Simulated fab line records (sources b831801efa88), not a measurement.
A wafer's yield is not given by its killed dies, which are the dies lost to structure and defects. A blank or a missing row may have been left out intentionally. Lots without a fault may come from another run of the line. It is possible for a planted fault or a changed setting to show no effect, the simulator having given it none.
Which tool was responsible?    flow sky130    Sampling: 14 lots, 42 wafers, 4 of 708 route steps

## WHAT EACH GAUGE READ, for each wafer
Not one reading of a measure or inspect step in the record can be checked against a usual standard deviation.

## EACH LOT AND THE TOOL THAT RAN IT (in order: tool; ch and the chambers of the sampled wafers; start)
lot   SKY_CONTACT_CVD_24             SKY_METAL1_DEVELOP_14              SKY_METAL1_METAL_ETCH_19           SKY_METAL1_STRIP_20
L362  cvd w-02 ch 0,1, day 32 00:35  litho track-03 ch 0, day 33 04:00  rie metal-04 ch 0,1, day 33 04:41  plasma asher-01 ch 0,1, day 33 04:47
L364  cvd w-02 ch 1, day 32 18:36    litho track-02 ch 0, day 33 21:00  rie metal-01 ch 0,1, day 33 22:08  plasma asher-03 ch 0,1, day 33 22:13
L366  cvd w-01 ch 0,1, day 33 02:37  litho track-02 ch 0, day 34 06:00  rie metal-01 ch 0,1, day 34 06:28  plasma asher-01 ch 0,1, day 34 06:33
L367  cvd w-01 ch 0,1, day 34 03:46  litho track-03 ch 0, day 35 06:00  rie metal-02 ch 0,1, day 35 06:25  plasma asher-03 ch 0,1, day 35 06:31
L369  cvd w-02 ch 0,1, day 34 05:12  litho track-01 ch 0, day 35 08:00  rie metal-02 ch 0,1, day 35 09:10  plasma asher-01 ch 0,1, day 35 09:15
L370  cvd w-01 ch 0,1, day 34 20:56  litho track-01 ch 0, day 36 00:00  rie metal-02 ch 0,1, day 36 00:25  plasma asher-01 ch 0,1, day 36 00:30
L372  cvd w-01 ch 0,1, day 35 03:14  litho track-02 ch 0, day 36 06:00  rie metal-04 ch 0,1, day 36 06:47  plasma asher-02 ch 0,1, day 36 06:52
L371  cvd w-01 ch 0,1, day 35 04:41  litho track-01 ch 0, day 36 07:00  rie metal-02 ch 0,1, day 36 08:14  plasma asher-02 ch 0,1, day 36 08:19
L373  cvd w-01 ch 0,1, day 35 07:29  litho track-02 ch 0, day 36 10:00  rie metal-01 ch 0,1, day 36 10:32  plasma asher-02 ch 0,1, day 36 10:37
L374  cvd w-01 ch 0,1, day 36 02:25  litho track-03 ch 0, day 37 05:00  rie metal-02 ch 0,1, day 37 05:50  plasma asher-03 ch 0,1, day 37 05:56
L375  cvd w-02 ch 0,1, day 36 03:09  litho track-03, day 37 06:00       rie metal-01 ch 0,1, day 37 06:49  plasma asher-02 ch 0,1, day 37 06:55
L376  cvd w-02 ch 0,1, day 36 08:56  litho track-01, day 37 12:00       rie metal-04 ch 0,1, day 37 12:47  plasma asher-01 ch 0,1, day 37 12:52
L383  cvd w-01 ch 0,1, day 38 12:04  litho track-02 ch 0, day 39 13:00  rie metal-01 ch 0,1, day 39 14:19  plasma asher-02 ch 0,1, day 39 14:25
L384  cvd w-02 ch 0,1, day 39 06:27  litho track-03 ch 0, day 40 08:00  rie metal-04 ch 0,1, day 40 08:38  plasma asher-01 ch 0,1, day 40 08:44
- SKY_CONTACT_CVD_24: deposits W, target thk 340 nm, time 102.12 s.
- SKY_METAL1_DEVELOP_14: develop time 60 s.
- SKY_METAL1_METAL_ETCH_19: etches the open film in Cl2/BCl3, stops on SiO2, target depth 360 nm, time 78 s.
- SKY_METAL1_STRIP_20: strips in O2/N2.

## WHAT THE TOOLS THEMSELVES READ (means of the sampled wafers that have a number; where no wafer has one, the mark that the record gives instead)
SKY_CONTACT_CVD_24.
lot   tool      chamber pressure Torr (Torr)  heater power outer w (W)  heater power w (W)
L362  cvd w-02  39.97                         544                       873
L364  cvd w-02  40.03                         578                       923
L366  cvd w-01  39.93                         541                       883
L367  cvd w-01  39.97                         492                       842
L369  cvd w-02  39.89                         531                       876
L370  cvd w-01  40.04                         499                       836
L372  cvd w-01  40.03                         501                       850
L371  cvd w-01  39.94                         541                       898
L373  cvd w-01  39.92                         542                       884
L374  cvd w-01  40.02                         540                       900
L375  cvd w-02  40.03                         493                       808
L376  cvd w-02  40.06                         488                       810
L383  cvd w-01  39.96                         544                       898
L384  cvd w-02  39.96                         529                       861

SKY_METAL1_DEVELOP_14.
lot   tool            chill plate temp C (C)
L362  litho track-03  23.05
L364  litho track-02  22.90
L366  litho track-02  22.89
L367  litho track-03  23.02
L369  litho track-01  23.01
L370  litho track-01  22.91
L372  litho track-02  22.91
L371  litho track-01  23.04
L373  litho track-02  22.92
L374  litho track-03  22.92
L375  litho track-03  -
L376  litho track-01  -
L383  litho track-02  22.99
L384  litho track-03  23.09

SKY_METAL1_METAL_ETCH_19.
lot   tool          drypump motor current A (A)  oes product au (a.u.)  rf fwd power W (W)  throttle valve pct (%)
L362  rie metal-04  5.32                         0.849                  895.2               22.259
L364  rie metal-01  5.19                         0.857                  890.2               22.255
L366  rie metal-01  5.19                         0.853                  893.9               22.257
L367  rie metal-02  5.74                         0.848                  892.4               22.254
L369  rie metal-02  5.73                         0.856                  894.8               22.264
L370  rie metal-02  5.76                         0.856                  894.1               22.266
L372  rie metal-04  5.32                         0.850                  888.4               22.267
L371  rie metal-02  5.77                         0.850                  890.7               22.265
L373  rie metal-01  5.22                         0.855                  898.6               22.269
L374  rie metal-02  5.73                         0.858                  891.0               22.265
L375  rie metal-01  5.19                         0.855                  895.2               22.258
L376  rie metal-04  5.31                         0.843                  894.9               22.266
L383  rie metal-01  5.20                         0.853                  892.2               22.265
L384  rie metal-04  5.34                         0.858                  894.6               22.269

SKY_METAL1_STRIP_20.
lot   tool             drypump motor current A (A)  oes product au (a.u.)  strip time to endpoint s (s)
L362  plasma asher-01  6.0                          0.344                  2.70
L364  plasma asher-03  5.5                          0.346                  2.71
L366  plasma asher-01  5.8                          0.343                  2.70
L367  plasma asher-03  5.3                          0.345                  2.66
L369  plasma asher-01  5.9                          0.341                  2.68
L370  plasma asher-01  6.0                          0.343                  2.69
L372  plasma asher-02  6.4                          0.344                  2.77
L371  plasma asher-02  6.3                          0.343                  2.68
L373  plasma asher-02  6.4                          0.334                  2.61
L374  plasma asher-03  5.3                          0.345                  2.64
L375  plasma asher-02  6.3                          0.353                  2.83
L376  plasma asher-01  6.0                          0.349                  2.90
L383  plasma asher-02  6.3                          0.341                  2.67
L384  plasma asher-01  6.0                          0.345                  2.72

## THE ANSWER, worked out from the rows above alone
Rule: what is usual is taken from the lots themselves. Put in order of their means at a reading, lots are off if they are a third of the lots or fewer, leave a main group of 4 or more, and stand apart from it by a gap of 3 or more times the standard deviation of the main group's means; of several such gaps the widest counts. Not used: any main group whose means are identical at the precision the tables above print for the reading. A lot without any number at a reading at which 4 lots or more have one is off too. All remaining lots with rows at the step are treated as sound. The gauges are gone through in route order, then the tools' own readings, and for those a lot's mean is taken as printed above. At the first step where some lot is off, the reading lying furthest off is the one used; lots without a number count as furthest.
Off at SKY_METAL1_DEVELOP_14 (chill plate temp C): L375, L376. Without a number there: L375, L376. The main group has a mean of 22.97 C with a standard deviation of 0.067.
If a tool, at that step or one of the process steps before it, ran each lot that is off and ran no sound lot following the first of them, it fits. None of those tried fits.

## WHAT THE SIMULATOR HAD PUT IN
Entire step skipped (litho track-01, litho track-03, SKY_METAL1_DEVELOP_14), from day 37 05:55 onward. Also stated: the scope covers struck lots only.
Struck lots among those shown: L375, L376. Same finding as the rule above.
